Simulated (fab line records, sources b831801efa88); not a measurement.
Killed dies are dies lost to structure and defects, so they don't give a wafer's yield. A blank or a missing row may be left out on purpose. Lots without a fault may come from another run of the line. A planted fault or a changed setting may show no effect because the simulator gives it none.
fab line records | flow sky130
record lots=6 wafers=18 last_day=49
route steps=708 shown DNWELL@41 PWDE@45 NWELL@56 PAD_OPEN@708
lots that met no fault: from a run of the same line without faults
start_h: hours from the record's first day to the start of the lot's first wafer shown | wait_h: hours since the lot's step before | " the same as in the row above | L1.1+2: a row that stands for several wafers | - no value, or no start given | * or withheld: withheld | < > ~ a bound
route shown NAME@n: a module of which the file shows steps, and the number in the route of the first | usual: mean/standard deviation of fault-free wafers | same: alike in all rows | chamber/n: place in a boat | sites: the reading at each site | _std_site: their standard deviation | _edge_site: outer sites' mean less inner sites' | radius_mm: how far each site lies from the wafer's centre | mask NAME#n: copy n | behind: the tool/chamber that last shaped the wafer | hold: why the lot was held/for how many hours/how that ended | device: the transistor (n, p or np) that didn't switch | end of line: the same wafers' tests at the end of the route | a step without rows: its recipe alone | killed: dies lost to structure and defects at the first sort, not the wafer's yield | map: a wafer's dies, x killed, . not, _ none there
set.NAME: the setting as run; set.NAME@STEP: as run at that earlier step | model.NAME: the simulator's own value behind a step, which no gauge read
lots at some steps of the route; a table a step, a row a wafer
services: from which hour (start_h, from the record's first day; less than 0 if before it) a tool's chamber was out of use, for how many hours, and why
## steps
# step SKY_DNWELL_DEVELOP_06
# recipe wall_angle_deg=90 developer=TMAH develop_time_s=60 dev_temp_c=23
# step SKY_DNWELL_IMPLANT_07
# recipe species=P energy_kev=withheld dose_cm2=withheld tilt_deg=withheld
# step SKY_DNWELL_STRIP_08
# recipe chemistry=O2/N2 power_w=1400 pressure_mtorr=1500 platen_temp_c=withheld o2_flow_sccm=3000 n2_flow_sccm=300 overash_fraction=0.5
# usual drypump_motor_current_A=5.11/0.21 o2_flow_sccm=3001/8.9 oes_product_au=0.722/0.0043 strip_time_to_endpoint_s=36.91/0.074
# columns lot.wafer tool chamber start_h wait_h drypump_motor_current_A o2_flow_sccm oes_product_au rf_hours_counter_h strip_time_to_endpoint_s
L270.4 plasma_asher-03 0 60.60 0.1 5.09 3001 0.715 - 36.94
L270.5 " 1 " " 5.32 3002 0.722 - 36.95
L270.6 " 0 " " 5.05 2997 0.725 - 36.93
L273.3 plasma_asher-04 1 74.81 0.1 4.94 3015 0.722 - 37.03
L273.5 " 0 " " 5.46 2997 0.725 - 36.98
L273.6 " 1 " " 4.97 3017 0.720 - 36.95
L276.1 plasma_asher-04 0 88.67 0.1 5.45 3003 0.718 41 36.88
L276.2 " 1 " " 4.94 3018 0.721 41 36.92
L276.6 " 1 " " 4.94 3013 0.717 - 36.91
L277.1 plasma_asher-03 1 95.77 0.1 5.31 2990 0.720 39 36.89
L277.2 " 0 " " 5.11 2992 0.720 39 37.05
L277.4 " 0 " " 5.14 2983 0.714 - 36.97
L286.1 plasma_asher-03 0 144.18 0.1 5.09 3011 0.728 44 36.84
L286.3 " 1 " " 5.32 2995 0.721 - 36.93
L286.5 " 1 " " 5.31 2996 0.729 - 36.78
L287.1 plasma_asher-02 1 153.21 0.1 5.02 3002 0.728 36 37.00
L287.4 " 0 " " 4.79 3006 0.729 - 37.00
L287.6 " 1 " " 5.03 2990 0.726 - 36.93
# step SKY_DNWELL_TW_MEAS_09
# usual DNWELL_TW=1111/9.6
# columns lot.wafer tool chamber start_h wait_h DNWELL_TW
L270.4 film_metro-03 - 60.70 0.1 1120
L270.5 " - " " 1115
L270.6 " - " " 1122
L273.3 film_metro-03 - 74.90 0.1 1128
L273.5 " - " " 1128
L273.6 " - " " 1126
L276.1 film_metro-04 - 88.77 0.1 1119
L276.2 " - " " 1118
L276.6 " - " " 1116
L277.1 film_metro-04 - 95.87 0.1 1115
L277.2 " - " " 1120
L277.4 " - " " 1115
L286.1 film_metro-02 - 144.28 0.1 1097
L286.3 " - " " 1096
L286.5 " - " " 1093
L287.1 film_metro-02 - 153.31 0.1 1098
L287.4 " - " " 1108
L287.6 " - " " 1101
# step SKY_PWDE_DEHYDRATE_00
# recipe temp_c=200 time_s=60
# step SKY_PWDE_HMDS_01
# recipe prime_time_s=60 prime_temp_c=120
# step SKY_PWDE_COAT_02
# recipe spin_rpm=2000 resist_thk_nm=3000
# step SKY_PWDE_SOFTBAKE_03
# recipe temp_c=110 time_s=withheld
# step SKY_PWDE_EXPOSE_04
# recipe mask_id=PWDEM na=0.6 source_shape=conventional sigma_outer=0.6 polarization=unpolarized target_cd_nm=840 dose_mj=214
# step SKY_PWDE_PEB_05
# recipe temp_c=115 time_s=withheld
# step SKY_PWDE_DEVELOP_06
# recipe wall_angle_deg=90 developer=TMAH develop_time_s=60 dev_temp_c=23
# step SKY_PWDE_OVL_MEAS_07
# usual PWDE_OVL=0.7/1.7
# columns lot.wafer tool chamber start_h wait_h PWDE_OVL[nm]
L270.4 overlay-02 - 76.09 - 1.6
L270.5 " - " " 1.6
L270.6 " - " " 0.5
L273.3 overlay-01 - 91.38 - -0.1
L273.5 " - " " 0.0
L273.6 " - " " 0.2
L276.1 overlay-01 - 105.66 - 2.3
L276.2 " - " " 1.9
L276.6 " - " " 2.1
L277.1 overlay-02 - 112.62 - 0.2
L277.2 " - " " -0.2
L277.4 " - " " 0.1
L286.1 overlay-01 - 163.72 - -0.4
L286.3 " - " " 0.2
L286.5 " - " " -1.4
L287.1 overlay-01 - 173.47 - -2.7
L287.4 " - " " -2.2
L287.6 " - " " -3.0
# step SKY_PWDE_IMPLANT_08
# recipe species=B energy_kev=150 dose_cm2=3.6e+12 tilt_deg=withheld
# usual beam_energy_keV=149.99/0.043 beam_on_s=10.01/0.18 faraday_current_uA=20.3/0.36
# columns lot.wafer tool chamber start_h wait_h beam_energy_keV beam_on_s faraday_current_uA
L270.4 implanter-01 0 76.18 0.1 149.91 10.09 20.2
L270.5 " 0 " " 149.92 9.88 20.5
L270.6 " 0 " " 149.99 10.33 19.6
L273.3 implanter-02 0 91.46 0.1 149.97 10.20 19.9
L273.5 " 0 " " 150.04 10.01 20.4
L273.6 " 0 " " 150.05 10.01 20.3
L276.1 implanter-02 0 105.69 0.0 150.04 13.59 14.9
L276.2 " 0 " " 149.95 13.86 14.6
L276.6 " 0 " " 149.98 13.38 15.2
L277.1 implanter-02 0 112.66 0.0 149.97 13.60 15.0
L277.2 " 0 " " 149.96 13.29 15.3
L277.4 " 0 " " 149.90 13.69 14.9
L286.1 implanter-01 0 163.76 0.0 149.90 9.95 20.4
L286.3 " 0 " " 149.93 10.08 20.1
L286.5 " 0 " " 149.96 10.11 20.1
L287.1 implanter-01 0 173.50 0.0 149.99 9.94 20.5
L287.4 " 0 " " 149.98 10.31 19.7
L287.6 " 0 " " 149.94 10.30 19.7
# step SKY_PWDE_STRIP_09
# recipe chemistry=O2/N2 power_w=1400 pressure_mtorr=1500 platen_temp_c=withheld o2_flow_sccm=3000 n2_flow_sccm=300 overash_fraction=0.5
# usual drypump_motor_current_A=5.5/0.47 o2_flow_sccm=3000/8.2 oes_product_au=0.722/0.0044 strip_time_to_endpoint_s=36.91/0.1
# columns lot.wafer tool chamber start_h wait_h drypump_motor_current_A o2_flow_sccm oes_product_au rf_hours_counter_h strip_time_to_endpoint_s
L270.4 plasma_asher-03 1 76.29 0.1 5.3 2995 0.721 - 36.73
L270.5 " 1 " " 5.3 2996 0.717 - 36.76
L270.6 " 0 " " 5.1 2995 0.726 - 36.86
L273.3 plasma_asher-04 0 91.59 0.1 5.5 3000 0.720 - 36.94
L273.5 " 0 " " 5.5 3011 0.725 - 36.79
L273.6 " 1 " " 4.9 3003 0.721 - 36.96
L276.1 plasma_asher-03 1 105.84 0.1 5.3 2996 0.726 40 36.87
L276.2 " 0 " " 5.1 2997 0.726 40 36.84
L276.6 " 0 " " 5.1 2999 0.729 - 36.87
L277.1 plasma_asher-01 1 112.81 0.1 6.0 3000 0.719 44 36.91
L277.2 " 0 " " 6.2 2996 0.718 44 36.92
L277.4 " 0 " " 6.2 2995 0.719 - 36.87
L286.1 plasma_asher-01 1 163.91 0.1 6.0 3002 0.722 49 36.83
L286.3 " 1 " " 6.0 3001 0.717 - 36.82
L286.5 " 0 " " 6.2 3001 0.729 - 36.74
L287.1 plasma_asher-03 1 173.65 0.1 5.3 2983 0.720 47 37.02
L287.4 " 0 " " 5.1 2986 0.719 - 37.11
L287.6 " 1 " " 5.3 2996 0.714 - 37.10
# step SKY_PWDE_TW_MEAS_10
# usual PWDE_TW=372/3.7
# columns lot.wafer tool chamber start_h wait_h PWDE_TW
L270.4 film_metro-02 - 76.38 0.1 369
L270.5 " - " " 368
L270.6 " - " " 368
L273.3 film_metro-04 - 91.68 0.1 375
L273.5 " - " " 374
L273.6 " - " " 376
L276.1 film_metro-03 - 105.94 0.1 413
L276.2 " - " " 413
L276.6 " - " " 412
L277.1 film_metro-04 - 112.91 0.1 412
L277.2 " - " " 412
L277.4 " - " " 411
L286.1 film_metro-04 - 164.01 0.1 377
L286.3 " - " " 376
L286.5 " - " " 376
L287.1 film_metro-04 - 173.75 0.1 376
L287.4 " - " " 374
L287.6 " - " " 375
# step SKY_NWELL_DEHYDRATE_03
# recipe temp_c=200 time_s=57.57
# step SKY_NWELL_HMDS_04
# recipe prime_time_s=60 prime_temp_c=120
# step SKY_NWELL_COAT_05
# recipe spin_rpm=2000 resist_thk_nm=3000
# step SKY_NWELL_SOFTBAKE_06
# recipe temp_c=110 time_s=withheld
# step SKY_NWELL_EXPOSE_07
# recipe mask_id=NWM na=0.6 source_shape=conventional sigma_outer=0.6 polarization=unpolarized target_cd_nm=840 dose_mj=255
# step SKY_NWELL_PEB_08
# recipe temp_c=115 time_s=withheld
# step SKY_NWELL_DEVELOP_09
# recipe wall_angle_deg=90 developer=TMAH develop_time_s=60 dev_temp_c=23
# step SKY_NWELL_OVL_MEAS_10
# usual NWELL_00_OVL=0.7/1.4
# columns lot.wafer tool chamber start_h wait_h NWELL_00_OVL[nm]
L270.4 overlay-01 - 94.00 - 3.0
L270.5 " - " " 2.3
L270.6 " - " " 1.4
L273.3 overlay-02 - 108.83 - 1.1
L273.5 " - " " -1.0
L273.6 " - " " -1.2
L276.1 overlay-02 - 123.58 - 2.1
L276.2 " - " " 3.6
L276.6 " - " " 2.1
L277.1 overlay-01 - 131.47 - -1.3
L277.2 " - " " -2.1
L277.4 " - " " -1.6
L286.1 overlay-02 - 184.93 - 1.4
L286.3 " - " " 2.5
L286.5 " - " " 1.9
L287.1 overlay-01 - 194.61 - -0.4
L287.4 " - " " -1.0
L287.6 " - " " -0.8
# step SKY_NWELL_IMPLANT_11
# recipe species=P energy_kev=400 dose_cm2=1.9e+13 tilt_deg=withheld
# step SKY_NWELL_IMPLANT_12
# recipe species=P energy_kev=120 dose_cm2=1.3e+12 tilt_deg=withheld
# step SKY_NWELL_IMPLANT_13
# recipe species=P energy_kev=50 dose_cm2=7e+11 tilt_deg=withheld
# step SKY_NWELL_STRIP_14
# recipe chemistry=O2/N2 power_w=1400 pressure_mtorr=1500 platen_temp_c=withheld o2_flow_sccm=3000 n2_flow_sccm=300 overash_fraction=0.5
# usual drypump_motor_current_A=5.3/0.5 o2_flow_sccm=3000/8.7 oes_product_au=0.723/0.0042 strip_time_to_endpoint_s=36.88/0.09
# columns lot.wafer tool chamber start_h wait_h drypump_motor_current_A o2_flow_sccm oes_product_au rf_hours_counter_h strip_time_to_endpoint_s
L270.4 plasma_asher-02 0 94.50 0.1 4.8 3011 0.722 - 37.02
L270.5 " 0 " " 4.8 2994 0.725 - 36.97
L270.6 " 1 " " 5.0 3006 0.716 - 37.00
L273.3 plasma_asher-01 1 109.34 0.1 6.0 3007 0.723 - 36.74
L273.5 " 1 " " 6.0 3004 0.721 - 36.86
L273.6 " 0 " " 6.2 3002 0.714 - 36.79
L276.1 plasma_asher-03 0 124.07 0.1 5.1 2989 0.732 42 36.98
L276.2 " 1 " " 5.3 3009 0.717 42 36.96
L276.6 " 1 " " 5.3 3000 0.728 - 36.95
L277.1 plasma_asher-03 1 131.95 0.1 5.3 3001 0.725 42 36.88
L277.2 " 0 " " 5.1 2992 0.727 42 36.79
L277.4 " 1 " " 5.3 2987 0.726 - 36.85
L286.1 plasma_asher-03 0 185.42 0.1 5.1 2994 0.729 48 36.91
L286.3 " 0 " " 5.1 2996 0.720 - 36.77
L286.5 " 1 " " 5.3 3001 0.727 - 36.81
L287.1 plasma_asher-02 1 195.09 0.1 5.0 2983 0.730 40 36.92
L287.4 " 0 " " 4.8 3006 0.722 - 36.92
L287.6 " 1 " " 5.0 2994 0.721 - 36.79
# step SKY_NWELL_TW_MEAS_15
# usual NWELL_TW=1823/15
# columns lot.wafer tool chamber start_h wait_h NWELL_TW
L270.4 film_metro-03 - 94.60 0.1 1825
L270.5 " - " " 1820
L270.6 " - " " 1828
L273.3 film_metro-02 - 109.42 0.1 1789
L273.5 " - " " 1790
L273.6 " - " " 1799
L276.1 film_metro-02 - 124.17 0.1 1794
L276.2 " - " " 1787
L276.6 " - " " 1797
L277.1 film_metro-03 - 132.05 0.1 1834
L277.2 " - " " 1831
L277.4 " - " " 1818
L286.1 film_metro-03 - 185.52 0.1 1837
L286.3 " - " " 1842
L286.5 " - " " 1834
L287.1 film_metro-03 - 195.19 0.1 1840
L287.4 " - " " 1826
L287.6 " - " " 1834
# step SKY_NWELL_DEHYDRATE_16
# recipe temp_c=200 time_s=60
# step SKY_NWELL_HMDS_17
# recipe prime_time_s=60 prime_temp_c=120
# step SKY_NWELL_COAT_18
# recipe spin_rpm=2000 resist_thk_nm=3000
# step SKY_NWELL_SOFTBAKE_19
# recipe temp_c=110 time_s=withheld
# step SKY_NWELL_EXPOSE_20
# recipe mask_id=NWM_COMPLEMENT na=0.6 source_shape=conventional sigma_outer=0.6 polarization=unpolarized target_cd_nm=840 dose_mj=260
# step SKY_NWELL_PEB_21
# recipe temp_c=115 time_s=withheld
# step SKY_NWELL_DEVELOP_22
# recipe wall_angle_deg=90 developer=TMAH develop_time_s=60 dev_temp_c=23
# step SKY_NWELL_OVL_MEAS_23
# usual NWELL_01_OVL=-0.2/1.5
# columns lot.wafer tool chamber start_h wait_h NWELL_01_OVL[nm]
L270.4 overlay-02 - 111.72 - 1.1
L270.5 " - " " 0.9
L270.6 " - " " 1.5
L273.3 overlay-02 - 127.23 - 0.4
L273.5 " - " " 0.5
L273.6 " - " " -0.2
L276.1 overlay-02 - 143.71 - 0.3
L276.2 " - " " -0.1
L276.6 " - " " -1.0
L277.1 overlay-01 - 151.43 - 0.6
L277.2 " - " " 0.5
L277.4 " - " " 0.1
L286.1 overlay-02 - 206.06 - 2.3
L286.3 " - " " 1.1
L286.5 " - " " 2.2
L287.1 overlay-01 - 216.63 - -1.1
L287.4 " - " " -0.1
L287.6 " - " " -1.4
# step SKY_NWELL_IMPLANT_24
# recipe species=B energy_kev=140 dose_cm2=9.2e+12 tilt_deg=withheld
# step SKY_NWELL_STRIP_25
# recipe chemistry=O2/N2 power_w=1400 pressure_mtorr=1500 platen_temp_c=withheld o2_flow_sccm=3000 n2_flow_sccm=300 overash_fraction=0.5
# usual drypump_motor_current_A=5.5/0.56 o2_flow_sccm=3001/10 oes_product_au=0.722/0.0051 strip_time_to_endpoint_s=36.91/0.093
# columns lot.wafer tool chamber start_h wait_h drypump_motor_current_A o2_flow_sccm oes_product_au rf_hours_counter_h strip_time_to_endpoint_s
L270.4 plasma_asher-02 1 111.93 0.1 5.0 3004 0.720 - 36.80
L270.5 " 1 " " 5.0 3007 0.721 - 36.73
L270.6 " 0 " " 4.8 3025 0.731 - 36.91
L273.3 plasma_asher-03 1 127.44 0.1 5.3 2991 0.719 - 36.96
L273.5 " 0 " " 5.1 3012 0.721 - 36.92
L273.6 " 1 " " 5.3 2995 0.720 - 37.01
L276.1 plasma_asher-03 0 143.89 0.1 5.1 2994 0.725 44 36.94
L276.2 " 1 " " 5.3 3020 0.726 44 36.99
L276.6 " 1 " " 5.3 3013 0.724 - 36.95
L277.1 plasma_asher-03 1 151.62 0.1 5.3 3003 0.718 45 36.88
L277.2 " 0 " " 5.1 2992 0.725 45 37.05
L277.4 " 0 " " 5.1 2988 0.723 - 36.98
L286.1 plasma_asher-01 1 206.24 0.1 6.0 3003 0.716 53 36.95
L286.3 " 0 " " 6.2 3003 0.721 - 37.03
L286.5 " 0 " " 6.2 3008 0.725 - 37.01
L287.1 plasma_asher-03 1 216.82 0.1 5.3 2992 0.723 51 36.83
L287.4 " 1 " " 5.3 3005 0.726 - 36.91
L287.6 " 0 " " 5.1 3005 0.725 - 36.69
# step SKY_NWELL_TW_MEAS_26
# usual NWELL_2_TW=495/4.5
# columns lot.wafer tool chamber start_h wait_h NWELL_2_TW
L270.4 film_metro-04 - 112.02 0.1 497
L270.5 " - " " 499
L270.6 " - " " 499
L273.3 film_metro-03 - 127.52 0.1 496
L273.5 " - " " 499
L273.6 " - " " 495
L276.1 film_metro-04 - 143.99 0.1 497
L276.2 " - " " 498
L276.6 " - " " 497
L277.1 film_metro-04 - 151.72 0.1 497
L277.2 " - " " 498
L277.4 " - " " 498
L286.1 film_metro-03 - 206.34 0.1 500
L286.3 " - " " 499
L286.5 " - " " 502
L287.1 film_metro-03 - 216.92 0.1 503
L287.4 " - " " 502
L287.6 " - " " 505
# step SKY_NWELL_CLEAN_27
# recipe chemistry=SC1/SC2 mix=1:4:20 temp_c=70 time_s=150 dry=n2_spin
# step SKY_NWELL_RTA_28
# recipe temp_c=1050 time_s=30 idle_temp_c=650 ramp_up_c_per_s=150 ramp_down_c_per_s=90 ambient=N2
# usual lamp_power_pct=25.31/0.054 ramp_down_c_per_s=90.000/0.015 wafer_temp_C_max=1054.8/0.94
# columns lot.wafer tool chamber start_h wait_h lamp_power_pct ramp_down_c_per_s wafer_temp_C_max
L270.4 rtp_anneal-01 0 112.15 0.1 25.30 89.993 1053.7
L270.5 " 0 " " 25.33 89.982 1053.7
L270.6 " 0 " " 25.28 90.020 1055.5
L273.3 rtp_anneal-01 0 127.65 0.0 25.28 90.009 1054.0
L273.5 " 0 " " 25.27 89.995 1053.3
L273.6 " 0 " " 25.27 90.030 1054.0
L276.1 rtp_anneal-02 0 144.11 0.0 25.23 89.996 1053.8
L276.2 " 0 " " 25.33 89.973 1055.0
L276.6 " 0 " " 25.29 89.982 1054.5
L277.1 rtp_anneal-02 0 151.83 0.0 25.20 90.034 1054.8
L277.2 " 0 " " 25.27 90.019 1055.2
L277.4 " 0 " " 25.32 90.030 1054.0
L286.1 rtp_anneal-02 0 206.45 0.0 25.28 89.985 1053.6
L286.3 " 0 " " 25.42 89.998 1054.9
L286.5 " 0 " " 25.30 89.977 1057.1
L287.1 rtp_anneal-02 0 217.03 0.0 25.32 89.995 1055.7
L287.4 " 0 " " 25.27 90.008 1054.2
L287.6 " 0 " " 25.34 90.012 1054.3
# step SKY_NWELL_RS_MEAS_29
# recipe thk_meas_gauge=four-point-probe
# usual NWELL_RS=624.4/1.7
# columns lot.wafer tool chamber start_h wait_h NWELL_RS[ohm/sq]
L270.4 film_metro-03 - 112.26 0.1 626.9
L270.5 " - " " 627.3
L270.6 " - " " 623.7
L273.3 film_metro-02 - 127.75 0.1 625.2
L273.5 " - " " 626.1
L273.6 " - " " 629.3
L276.1 film_metro-03 - 144.21 0.1 624.8
L276.2 " - " " 624.0
L276.6 " - " " 623.3
L277.1 film_metro-02 - 151.93 0.1 621.0
L277.2 " - " " 621.4
L277.4 " - " " 622.5
L286.1 film_metro-02 - 206.55 0.1 625.2
L286.3 " - " " 625.3
L286.5 " - " " 624.6
L287.1 film_metro-02 - 217.13 0.1 621.6
L287.4 " - " " 625.7
L287.6 " - " " 624.5
# step SKY_NWELL_RS_MEAS_31
# recipe thk_meas_gauge=four-point-probe
# usual PWDE_RS=5277/17
# columns lot.wafer tool chamber start_h wait_h PWDE_RS[ohm/sq]
L270.4 film_metro-03 - 112.50 0.1 5271
L270.5 " - " " 5304
L270.6 " - " " 5292
L273.3 film_metro-02 - 127.99 0.1 5262
L273.5 " - " " 5279
L273.6 " - " " 5283
L276.1 film_metro-03 - 144.45 0.1 4134
L276.2 " - " " 4125
L276.6 " - " " 4133
L277.1 film_metro-02 - 152.17 0.1 4150
L277.2 " - " " 4140
L277.4 " - " " 4146
L286.1 film_metro-02 - 206.79 0.1 5263
L286.3 " - " " 5261
L286.5 " - " " 5256
L287.1 film_metro-02 - 217.37 0.1 5285
L287.4 " - " " 5304
L287.6 " - " " 5310
# step SKY_PAD_OPEN_PROBE_99
# usual killed_at_M0_to_M3=43/7.1 killed_at_M4_up=3/1.7 killed_at_contacts=25/5.6 killed_at_front_end=16/4.1 killed_at_other=0.2/0.49 killed_dies=87/9.8 killed_open=47/7.6 killed_short=40/6.1
# same gross_dies=492 killed_at_back_side=0
# columns lot.wafer tool chamber start_h wait_h killed_at_M0_to_M3 killed_at_M4_up killed_at_contacts killed_at_front_end killed_at_other killed_dies killed_open killed_short model.etest.res_p_drift_20v.line_ohm_um model.etest.res_p_drift_20v.rs_ohm_sq model.etest.res_pwde_under_gate.rs_ohm_sq
L270.4 prober-02 - 1087.52 0.2 49 1 24 12 0 86 44 42 1.094e+04 9267 6181
L270.5 prober-02 - 1087.57 0.2 37 3 18 14 0 72 36 36 1.159e+04 9596 6214
L270.6 prober-02 - 1087.62 0.2 53 2 17 14 0 86 34 52 1.248e+04 1.051e+04 6167
L273.3 prober-01 - 1093.29 0.2 26 2 31 10 0 69 39 30 1.069e+04 8865 6234
L273.5 prober-01 - 1093.39 0.2 35 2 18 18 0 73 43 30 1.11e+04 9309 6265
L273.6 prober-01 - 1093.44 0.2 47 0 31 15 0 93 48 45 1.109e+04 9345 6295
L276.1 prober-02 - 1116.87 0.1 47 3 25 25 0 100 45 55 8367 7066 4648
L276.2 prober-02 - 1116.92 0.1 33 6 27 15 0 81 43 38 8932 7450 4621
L276.6 prober-02 - 1117.12 0.2 42 5 18 20 0 85 53 32 8328 6982 4610
L277.1 prober-01 - 1121.14 0.1 36 6 16 12 1 71 34 37 8915 7429 4614
L277.2 prober-01 - 1121.19 0.1 34 2 23 13 1 73 34 39 8641 7272 4644
L277.4 prober-01 - 1121.29 0.2 29 5 27 17 0 78 37 41 9319 7666 4669
L286.1 prober-01 - 1169.57 0.1 51 0 27 18 0 96 52 44 1.284e+04 1.068e+04 6161
L286.3 prober-01 - 1169.67 0.2 30 6 21 19 0 76 39 37 1.222e+04 1.022e+04 6138
L286.5 prober-01 - 1169.77 0.2 59 3 25 20 0 107 56 51 1.18e+04 9974 6093
L287.1 prober-02 - 1178.81 0.1 48 4 17 17 0 86 49 37 1.182e+04 9752 6216
L287.4 prober-02 - 1178.96 0.2 41 7 23 19 1 91 47 44 1.193e+04 9783 6232
L287.6 prober-02 - 1179.06 0.2 45 4 31 18 0 98 51 47 1.185e+04 9732 6224
# killed by level:class
L270.4 VIA1:geometric_particle:open=11 VIA2:geometric_particle:open=8 CONTACT:geometric_particle:open=8 METAL2:geometric_particle:short=8 VIA1:geometric_particle:short=7 VIA2:geometric_particle:short=5 VIA3:geometric_particle:open=4 LI_CONTACT:geometric_particle:short=4
L270.5 VIA1:geometric_particle:open=7 VIA3:geometric_particle:open=6 FIELD_ISO:geometric_particle:open=5 METAL1:geometric_particle:short=5 LI_CONTACT:geometric_particle:open=5 VIA1:geometric_particle:short=5 METAL2:geometric_particle:short=4 POLY_GATE:geometric_particle:open=4
L270.6 VIA1:geometric_particle:open=11 VIA2:geometric_particle:open=9 CONTACT:geometric_particle:short=9 VIA1:geometric_particle:short=8 FIELD_ISO:geometric_particle:short=6 VIA2:geometric_particle:short=6 METAL3:geometric_particle:short=6 FIELD_ISO:geometric_particle:open=3
L273.3 CONTACT:geometric_particle:open=10 VIA1:geometric_particle:open=8 LI_CONTACT:geometric_particle:open=7 CONTACT:geometric_particle:short=5 VIA2:geometric_particle:open=5 LOCAL_INTERCONNECT:geometric_particle:short=4 METAL1:geometric_particle:short=4 FIELD_ISO:geometric_particle:short=3
L273.5 LI_CONTACT:geometric_particle:open=10 VIA3:geometric_particle:open=7 VIA2:geometric_particle:open=6 POLY_GATE:geometric_particle:open=5 VIA1:geometric_particle:short=5 VIA1:geometric_particle:open=5 SPACER:geometric_particle:short=4 LOCAL_INTERCONNECT:geometric_particle:short=4
L273.6 VIA1:geometric_particle:open=11 CONTACT:geometric_particle:open=10 LI_CONTACT:geometric_particle:open=9 VIA1:geometric_particle:short=9 VIA3:geometric_particle:short=7 VIA3:geometric_particle:open=5 POLY_GATE:geometric_particle:short=4 POLY_GATE:geometric_particle:open=4
L276.1 CONTACT:geometric_particle:open=8 VIA2:geometric_particle:short=7 POLY_GATE:geometric_particle:open=6 POLY_GATE:geometric_particle:short=6 LI_CONTACT:geometric_particle:short=6 VIA1:geometric_particle:short=6 VIA1:geometric_particle:open=6 LI_CONTACT:geometric_particle:open=5
L276.2 CONTACT:geometric_particle:open=7 VIA2:geometric_particle:open=7 VIA3:geometric_particle:short=7 LOCAL_INTERCONNECT:geometric_particle:short=6 VIA3:geometric_particle:open=6 CONTACT:geometric_particle:short=5 POLY_GATE:geometric_particle:open=4 LOCAL_INTERCONNECT:geometric_particle:open=4
L276.6 CONTACT:geometric_particle:open=8 VIA1:geometric_particle:open=8 FIELD_ISO:geometric_particle:short=6 VIA2:geometric_particle:open=6 VIA3:geometric_particle:open=6 FIELD_ISO:geometric_particle:open=5 LI_CONTACT:geometric_particle:open=5 VIA1:geometric_particle:short=5
L277.1 LI_CONTACT:geometric_particle:open=7 VIA2:geometric_particle:open=7 VIA1:geometric_particle:open=6 METAL2:geometric_particle:short=5 FIELD_ISO:geometric_particle:short=4 POLY_GATE:geometric_particle:short=4 METAL1:geometric_particle:short=4 VIA3:geometric_particle:short=4
L277.2 LOCAL_INTERCONNECT:geometric_particle:short=8 FIELD_ISO:geometric_particle:short=6 VIA2:geometric_particle:open=6 CONTACT:geometric_particle:open=6 VIA3:geometric_particle:open=5 VIA1:geometric_particle:open=5 POLY_GATE:geometric_particle:open=4 LI_CONTACT:geometric_particle:open=4
L277.4 FIELD_ISO:geometric_particle:open=6 LI_CONTACT:geometric_particle:short=6 CONTACT:geometric_particle:short=6 CONTACT:geometric_particle:open=6 VIA3:geometric_particle:open=6 POLY_GATE:geometric_particle:short=5 LI_CONTACT:geometric_particle:open=5 METAL1:geometric_particle:short=4
L286.1 VIA2:geometric_particle:open=10 CONTACT:geometric_particle:open=10 METAL1:geometric_particle:short=8 VIA1:geometric_particle:short=8 METAL2:geometric_particle:short=8 VIA3:geometric_particle:open=6 VIA1:geometric_particle:open=6 FIELD_ISO:geometric_particle:short=5
L286.3 VIA1:geometric_particle:open=7 VIA2:geometric_particle:open=6 CONTACT:geometric_particle:short=6 LI_CONTACT:geometric_particle:open=5 CONTACT:geometric_particle:open=5 METAL2:geometric_particle:short=4 VIA1:geometric_particle:short=4 FIELD_ISO:geometric_particle:open=3
L286.5 VIA2:geometric_particle:open=16 METAL1:geometric_particle:short=10 METAL2:geometric_particle:short=8 LI_CONTACT:geometric_particle:open=7 CONTACT:geometric_particle:open=7 CONTACT:geometric_particle:short=5 VIA2:geometric_particle:short=5 VIA3:geometric_particle:open=5
L287.1 VIA1:geometric_particle:open=11 VIA2:geometric_particle:open=10 VIA3:geometric_particle:open=8 FIELD_ISO:geometric_particle:open=7 CONTACT:geometric_particle:short=5 CONTACT:geometric_particle:open=5 FIELD_ISO:geometric_particle:short=4 VIA1:geometric_particle:short=4
L287.4 FIELD_ISO:geometric_particle:short=9 VIA2:geometric_particle:open=8 CONTACT:geometric_particle:open=8 VIA3:geometric_particle:open=8 VIA1:geometric_particle:open=7 CONTACT:geometric_particle:short=6 METAL4:geometric_particle:short=5 METAL1:geometric_particle:short=5
L287.6 CONTACT:geometric_particle:open=12 LI_CONTACT:geometric_particle:open=7 METAL2:geometric_particle:short=7 METAL1:geometric_particle:short=7 VIA1:geometric_particle:open=7 CONTACT:geometric_particle:short=6 VIA3:geometric_particle:open=6 FIELD_ISO:geometric_particle:open=5
## services
# columns tool chamber start_h hours kind
implanter-01 - 42.34 2.2 pm
implanter-02 - 49.45 21.9 repair
implanter-02 - 97.61 4.3 repair
plasma_asher-04 - 108.75 9.0 pm
plasma_asher-04 0 108.75 9.0 vent_cycle
plasma_asher-04 1 108.75 9.0 vent_cycle
plasma_asher-04 0 117.75 - clean
plasma_asher-04 1 117.75 - clean
implanter-02 - 159.52 5.9 pm
plasma_asher-03 - 161.87 0.6 repair
plasma_asher-02 - 164.24 0.3 repair
plasma_asher-01 - 182.47 1.2 repair
## key
first_sign step=SKY_PWDE_IMPLANT_08 reading=beam_on_s direction=up sigmas=20 usual=10.01 struck=13.57
effect step=SKY_PWDE_IMPLANT_08 reading=faraday_current_uA direction=down sigmas=15 usual=20.3 struck=15.0
effect step=SKY_PWDE_TW_MEAS_10 reading=PWDE_TW direction=up sigmas=11 usual=372 struck=412
effect step=SKY_NWELL_RS_MEAS_31 reading=PWDE_RS direction=down sigmas=67 usual=5277 struck=4138
model_effect step=SKY_PAD_OPEN_PROBE_99 value=etest.res_p_drift_20v.line_ohm_um without=1.155e+04 struck=8750
met_at SKY_PWDE_IMPLANT_08
struck_wafers L276.1,L276.2,L276.6,L277.1,L277.2,L277.4
tester_left_out L276,L277
onset_between 91.46 105.69
fault kind=process_parameter_drift tool=implanter-02 chamber=- onset_h=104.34 steps=SKY_PWDE_IMPLANT_08 channel=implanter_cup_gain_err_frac offset=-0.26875 shape=step end_h=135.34
# tester_left_out: of these lots the tester's yield and bins aren't shown, on N5 and GAA mostly nor the transistor test; their killed dies are dies lost to structure and defects alone, not to doping, threshold or leakage, so they don't give the yield
